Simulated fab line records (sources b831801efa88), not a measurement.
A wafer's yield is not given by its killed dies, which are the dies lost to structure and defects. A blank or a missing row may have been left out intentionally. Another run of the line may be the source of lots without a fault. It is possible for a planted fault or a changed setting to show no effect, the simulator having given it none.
fab line records	flow gf180mcu
[record] lots = 13	wafers = 39	last-day = 34
route steps=602 shown SALICIDE@280 CONTACT@292
lots that met no fault: from a run of the same line without faults
start-h: hours from the record's opening day to when the first of the lot's shown wafers began	wait-h: hours since the lot's step before	" same as the row above	L1.1+2: a row that stands for several wafers	- no value present, or no start provided	* or withheld: withheld	< > ~ a bound
route shown NAME@n: NAME is a module with steps in the file, n the number in the route of the first one	usual: average and standard deviation across the fault-free wafers	same: alike in all rows	chamber/n: place in a boat	sites: the reading at each site	_std_site: standard deviation of those values	_edge_site: mean of outer sites minus mean of inner sites	radius-mm: how far each site lies from the wafer's centre	mask NAME#n: copy n	behind: the most recent tool/chamber to have shaped the wafer	hold: cause of the lot's hold/its duration in hours/its outcome	device: the n, p or np transistor that did not switch	end of line: at the end of the route, the tests of the same wafers	for a step that has no rows: nothing shown but its recipe	killed: dies that structure and defects cost at the first sort, which is not the same as the wafer's yield	map: the dies of a wafer, with x for killed, . for not killed, _ for no die there
set.NAME: the setting that was run; set.NAME@STEP: the one run at that earlier step	model.NAME: the simulator's own value behind a step, which no gauge read
route steps across a sampled set of lots; one table per step, one row per wafer
services: the hour from which a tool's chamber was out of use, counted from the record's first day as start-h (under 0 if before that day), plus the number of hours and why
[[steps]]
[step GF_SALICIDE_SPUTTER_02]
[recipe] material = Co	target-thk-nm = 10	power-w = 1000	time-s = 20	chamber-pressure-pa = 0.4
[usual] throttle-valve-pct = 29.6/0.94
lot.wafer	tool	chamber	start-h	wait-h	throttle-valve-pct
L466.1	pvd-sputter-01	-	338.87	0.0	30.7
L466.4	"	-	"	"	30.8
L466.6	"	-	"	"	29.0
L467.2	pvd-sputter-03	-	348.12	0.0	28.9
L467.3	"	-	"	"	30.6
L467.6	"	-	"	"	29.5
L468.1	pvd-sputter-03	-	358.53	0.0	29.3
L468.2	"	-	"	"	30.7
L468.4	"	-	"	"	28.9
L469.1	pvd-sputter-03	-	370.22	0.0	28.8
L469.5	"	-	"	"	29.7
L469.6	"	-	"	"	28.8
L474.1	pvd-sputter-03	-	416.12	0.0	28.5
L474.4	"	-	"	"	29.5
L474.5	"	-	"	"	28.9
L474.1	pvd-sputter-03	-	416.31	0.2	28.5
L474.4	"	-	"	"	29.3
L474.5	"	-	"	"	29.0
L476.1	pvd-sputter-02	-	455.66	0.0	28.7
L476.2	"	-	"	"	30.3
L476.6	"	-	"	"	28.8
L476.1	pvd-sputter-02	-	455.85	0.2	28.6
L476.2	"	-	"	"	30.1
L476.6	"	-	"	"	28.7
L482.2	pvd-sputter-02	-	491.96	0.0	31.3
L482.5	"	-	"	"	28.5
L482.6	"	-	"	"	30.9
L481.1	pvd-sputter-03	-	493.46	0.0	30.6
L481.2	"	-	"	"	29.5
L481.6	"	-	"	"	28.9
L485.1	pvd-sputter-01	-	505.13	0.0	30.6
L485.2	"	-	"	"	30.6
L485.5	"	-	"	"	29.0
L484.1	pvd-sputter-02	-	512.18	0.0	28.6
L484.3	"	-	"	"	28.4
L484.4	"	-	"	"	30.1
L486.1	pvd-sputter-01	-	520.13	0.0	30.6
L486.4	"	-	"	"	30.8
L486.6	"	-	"	"	28.7
L487.2	pvd-sputter-02	-	526.50	0.0	31.0
L487.4	"	-	"	"	28.5
L487.6	"	-	"	"	30.1
L488.3	pvd-sputter-02	-	532.53	0.0	30.5
L488.5	"	-	"	"	30.9
L488.6	"	-	"	"	28.8
[step GF_SALICIDE_RS_MEAS_04]
[recipe] thk-meas-gauge = four-point-probe	reads = TiN_of_SALICIDE_SPUTTER_03+Co_of_SALICIDE_SPUTTER_02
[usual] SALICIDE_TIN_RS = 16.32/0.29
lot.wafer	tool	chamber	start-h	wait-h	SALICIDE_TIN_RS[ohm/sq]
L466.1	film-metro-01	-	338.92	0.0	16.76
L466.4	"	-	"	"	16.55
L466.6	"	-	"	"	16.73
L467.2	film-metro-01	-	348.19	0.0	16.57
L467.3	"	-	"	"	16.14
L467.6	"	-	"	"	16.16
L468.1	film-metro-01	-	358.58	0.0	16.48
L468.2	"	-	"	"	16.62
L468.4	"	-	"	"	16.84
L469.1	film-metro-04	-	370.27	0.0	16.45
L469.5	"	-	"	"	16.10
L469.6	"	-	"	"	16.49
L474.1	film-metro-01	-	416.37	0.0	8.23
L474.4	"	-	"	"	8.32
L474.5	"	-	"	"	8.45
L476.1	film-metro-02	-	455.91	0.0	8.36
L476.2	"	-	"	"	8.28
L476.6	"	-	"	"	8.38
L482.2	film-metro-04	-	492.03	0.0	16.46
L482.5	"	-	"	"	16.13
L482.6	"	-	"	"	16.08
L481.1	film-metro-01	-	493.52	0.0	16.43
L481.2	"	-	"	"	16.50
L481.6	"	-	"	"	16.66
L485.1	film-metro-01	-	505.19	0.0	16.75
L485.2	"	-	"	"	16.46
L485.5	"	-	"	"	16.14
L484.1	film-metro-01	-	512.24	0.0	16.42
L484.3	"	-	"	"	16.11
L484.4	"	-	"	"	16.25
L486.1	film-metro-04	-	520.18	0.0	16.56
L486.4	"	-	"	"	16.28
L486.6	"	-	"	"	16.17
L487.2	film-metro-01	-	526.57	0.0	16.85
L487.4	"	-	"	"	16.81
L487.6	"	-	"	"	16.91
L488.3	film-metro-02	-	532.63	0.1	15.93
L488.5	"	-	"	"	15.97
L488.6	"	-	"	"	16.05
[step GF_SALICIDE_THK_MEAS_05]
[recipe] thk-meas-gauge = xrf	reads = TiN_of_SALICIDE_SPUTTER_03
[usual] SALICIDE_TIN_THK = 19.75/0.27
lot.wafer	tool	chamber	start-h	wait-h	SALICIDE_TIN_THK[nm]
L466.1	film-metro-01	-	339.04	0.1	19.58
L466.4	"	-	"	"	19.57
L466.6	"	-	"	"	19.49
L467.2	film-metro-01	-	348.30	0.1	19.53
L467.3	"	-	"	"	19.78
L467.6	"	-	"	"	19.69
L468.1	film-metro-01	-	358.70	0.1	19.58
L468.2	"	-	"	"	19.88
L468.4	"	-	"	"	19.75
L469.1	film-metro-04	-	370.39	0.1	20.06
L469.5	"	-	"	"	20.17
L469.6	"	-	"	"	20.15
L474.1	film-metro-01	-	416.57	0.2	19.60
L474.4	"	-	"	"	19.32
L474.5	"	-	"	"	19.56
L476.1	film-metro-02	-	456.03	0.1	20.08
L476.2	"	-	"	"	20.14
L476.6	"	-	"	"	20.16
L482.2	film-metro-04	-	492.14	0.1	19.92
L482.5	"	-	"	"	20.10
L482.6	"	-	"	"	19.97
L481.1	film-metro-01	-	493.64	0.1	19.65
L481.2	"	-	"	"	19.39
L481.6	"	-	"	"	19.24
L485.1	film-metro-01	-	505.31	0.1	19.66
L485.2	"	-	"	"	19.98
L485.5	"	-	"	"	19.88
L484.1	film-metro-01	-	512.36	0.1	19.64
L484.3	"	-	"	"	19.68
L484.4	"	-	"	"	19.50
L486.1	film-metro-04	-	520.30	0.1	19.85
L486.4	"	-	"	"	19.77
L486.6	"	-	"	"	19.62
L487.2	film-metro-01	-	526.68	0.1	19.46
L487.4	"	-	"	"	19.43
L487.6	"	-	"	"	19.31
L488.3	film-metro-02	-	532.73	0.1	19.57
L488.5	"	-	"	"	19.62
L488.6	"	-	"	"	19.64
[step GF_CONTACT_BOW_MEAS_05]
[recipe] mode = bow
[usual] CONTACT_BOW = 68/7
lot.wafer	tool	chamber	start-h	wait-h	CONTACT_BOW[um]
L466.1	film-metro-02	-	339.93	0.1	71
L466.4	"	-	"	"	63
L466.6	"	-	"	"	65
L467.2	film-metro-03	-	349.20	0.2	66
L467.3	"	-	"	"	71
L467.6	"	-	"	"	77
L468.1	film-metro-04	-	359.59	0.1	66
L468.2	"	-	"	"	82
L468.4	"	-	"	"	76
L469.1	film-metro-02	-	371.29	0.2	86
L469.5	"	-	"	"	66
L469.6	"	-	"	"	76
L474.1	film-metro-03	-	417.49	0.1	58
L474.4	"	-	"	"	57
L474.5	"	-	"	"	63
L476.1	film-metro-03	-	456.91	0.1	72
L476.2	"	-	"	"	78
L476.6	"	-	"	"	66
L482.2	film-metro-04	-	493.04	0.2	64
L482.5	"	-	"	"	75
L482.6	"	-	"	"	64
L481.1	film-metro-02	-	494.52	0.1	77
L481.2	"	-	"	"	67
L481.6	"	-	"	"	66
L485.1	film-metro-03	-	506.19	0.2	78
L485.2	"	-	"	"	54
L485.5	"	-	"	"	72
L484.1	film-metro-04	-	513.57	0.1	69
L484.3	"	-	"	"	69
L484.4	"	-	"	"	68
L486.1	film-metro-02	-	521.19	0.1	71
L486.4	"	-	"	"	63
L486.6	"	-	"	"	63
L487.2	film-metro-02	-	527.58	0.3	67
L487.4	"	-	"	"	75
L487.6	"	-	"	"	67
L488.3	film-metro-02	-	533.63	0.3	68
L488.5	"	-	"	"	78
L488.6	"	-	"	"	70
[step GF_CONTACT_STRIP_18]
[recipe] chemistry = O2/N2	power-w = 1400	pressure-mtorr = 1500	platen-temp-c = 250	o2-flow-sccm = 3000	n2-flow-sccm = 300	overash-fraction = 0.5
[usual] drypump-motor-current-A = 5.49/0.18	heater-power-w = 331/20	o2-flow-sccm = 3001/8.8	oes-product-au = 0.579/0.0046	platen-temp-c = 250.03/0.17
lot.wafer	tool	chamber	start-h	wait-h	drypump-motor-current-A	heater-power-w	o2-flow-sccm	oes-product-au	platen-temp-c	rf-hours-counter-h
L466.1	plasma-asher-01	0	362.09	-	5.47	309	3000	0.573	250.24	71
L466.4	"	0	"	"	5.47	324	3001	0.572	250.10	-
L466.6	"	1	"	"	5.57	369	3001	0.576	250.10	-
L467.2	plasma-asher-01	1	371.29	-	5.51	386	3006	0.583	250.05	73
L467.3	"	0	"	"	5.42	321	2999	0.579	250.00	-
L467.6	"	0	"	"	5.44	319	3018	0.583	249.97	-
L468.1	plasma-asher-04	1	381.88	-	5.68	320	2998	0.583	250.28	74
L468.2	"	0	"	"	5.24	330	3012	0.577	250.27	74
L468.4	"	1	"	"	5.70	325	3002	0.572	250.17	-
L469.1	plasma-asher-04	1	393.89	-	5.66	320	2990	0.582	249.91	75
L469.5	"	0	"	"	5.25	326	2987	0.575	249.94	-
L469.6	"	1	"	"	5.68	321	2994	0.572	250.07	-
L474.1	plasma-asher-04	0	441.65	-	5.27	332	3009	0.589	249.81	80
L474.4	"	0	"	"	5.26	320	3011	0.580	250.02	-
L474.5	"	1	"	"	5.71	316	3002	0.590	249.90	-
L476.1	plasma-asher-04	1	480.54	-	5.69	321	3002	0.580	250.06	84
L476.2	"	0	"	"	5.26	332	2997	0.579	250.08	84
L476.6	"	0	"	"	5.26	328	2998	0.574	250.16	-
L482.2	plasma-asher-02	0	516.25	-	5.51	342	2991	0.578	249.98	43
L482.5	"	0	"	"	5.49	345	2990	0.576	250.15	-
L482.6	"	1	"	"	5.68	338	3000	0.584	249.99	-
L481.1	plasma-asher-01	0	517.88	-	5.46	307	3018	0.586	249.79	9
L481.2	"	1	"	"	5.51	356	3004	0.582	250.14	9
L481.6	"	1	"	"	5.52	369	3008	0.583	250.00	-
L485.1	plasma-asher-04	1	529.73	-	5.68	318	3000	0.579	249.92	89
L485.2	"	0	"	"	5.26	329	3014	0.580	250.15	89
L485.5	"	1	"	"	5.71	318	2995	0.576	250.03	-
L484.1	plasma-asher-01	0	536.88	-	5.47	313	3010	0.577	249.78	11
L484.3	"	1	"	"	5.52	376	2992	0.589	250.04	-
L484.4	"	0	"	"	5.45	307	3007	0.577	249.68	-
L486.1	plasma-asher-04	1	544.65	-	5.70	322	2995	0.576	250.34	91
L486.4	"	1	"	"	5.68	318	3004	0.582	249.98	-
L486.6	"	1	"	"	5.70	316	2993	0.574	249.97	-
L487.2	plasma-asher-04	1	550.30	-	5.68	326	3008	0.577	250.15	91
L487.4	"	1	"	"	5.72	325	3000	0.585	250.05	-
L487.6	"	1	"	"	5.69	322	3001	0.584	250.05	-
L488.3	plasma-asher-01	1	556.72	-	5.53	368	3013	0.586	249.66	-
L488.5	"	0	"	"	5.43	322	3010	0.583	250.30	-
L488.6	"	1	"	"	5.53	367	3011	0.584	249.95	-
[[services]]
tool	chamber	start-h	hours	kind
pvd-sputter-01	-	361.29	10.6	repair
pvd-sputter-02	3	363.29	-	consumable-replace:kit
pvd-sputter-02	3	363.29	18.0	scheduled-down
pvd-sputter-02	3	363.29	18.0	vent-cycle
plasma-asher-04	-	383.14	1.4	repair
pvd-sputter-03	-	395.73	5.3	repair
plasma-asher-04	-	413.67	1.2	repair
plasma-asher-01	-	421.25	9.0	pm
plasma-asher-01	0	421.25	9.0	vent-cycle
plasma-asher-01	1	421.25	9.0	vent-cycle
pvd-sputter-01	0	426.99	-	consumable-replace:kit
pvd-sputter-01	0	426.99	18.0	scheduled-down
pvd-sputter-01	0	426.99	18.0	vent-cycle
plasma-asher-01	0	430.25	-	clean
plasma-asher-01	1	430.25	-	clean
pvd-sputter-01	-	459.79	1.9	repair
plasma-asher-01	-	462.04	0.6	repair
pvd-sputter-02	-	478.38	1.3	repair
pvd-sputter-01	-	520.69	1.6	repair
[[key]]
[first-sign] step = GF_SALICIDE_SPUTTER_02	reading = visit	direction = added
[effect] step = GF_SALICIDE_RS_MEAS_04	reading = SALICIDE_TIN_RS	direction = down	sigmas = 28	usual = 16.32	struck = 8.34
met-at GF_SALICIDE_SPUTTER_02
struck-lots L474,L476
tester-left-out L474,L476
not-acting-at GF_SALICIDE_THK_MEAS_05,GF_CONTACT_BOW_MEAS_05,GF_CONTACT_STRIP_18
[fault] kind = repeated-step-whole	tool = pvd-sputter-01,pvd-sputter-02,pvd-sputter-03	chamber = -	onset-h = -	steps = GF_SALICIDE_SPUTTER_02	times = 1	scope = struck-lots-only
// tester-left-out: of these lots the tester's yield and bins aren't shown, on N5 and GAA mostly nor the transistor test; their killed dies are dies lost to structure and defects alone, not to doping, threshold or leakage, so they don't give the yield
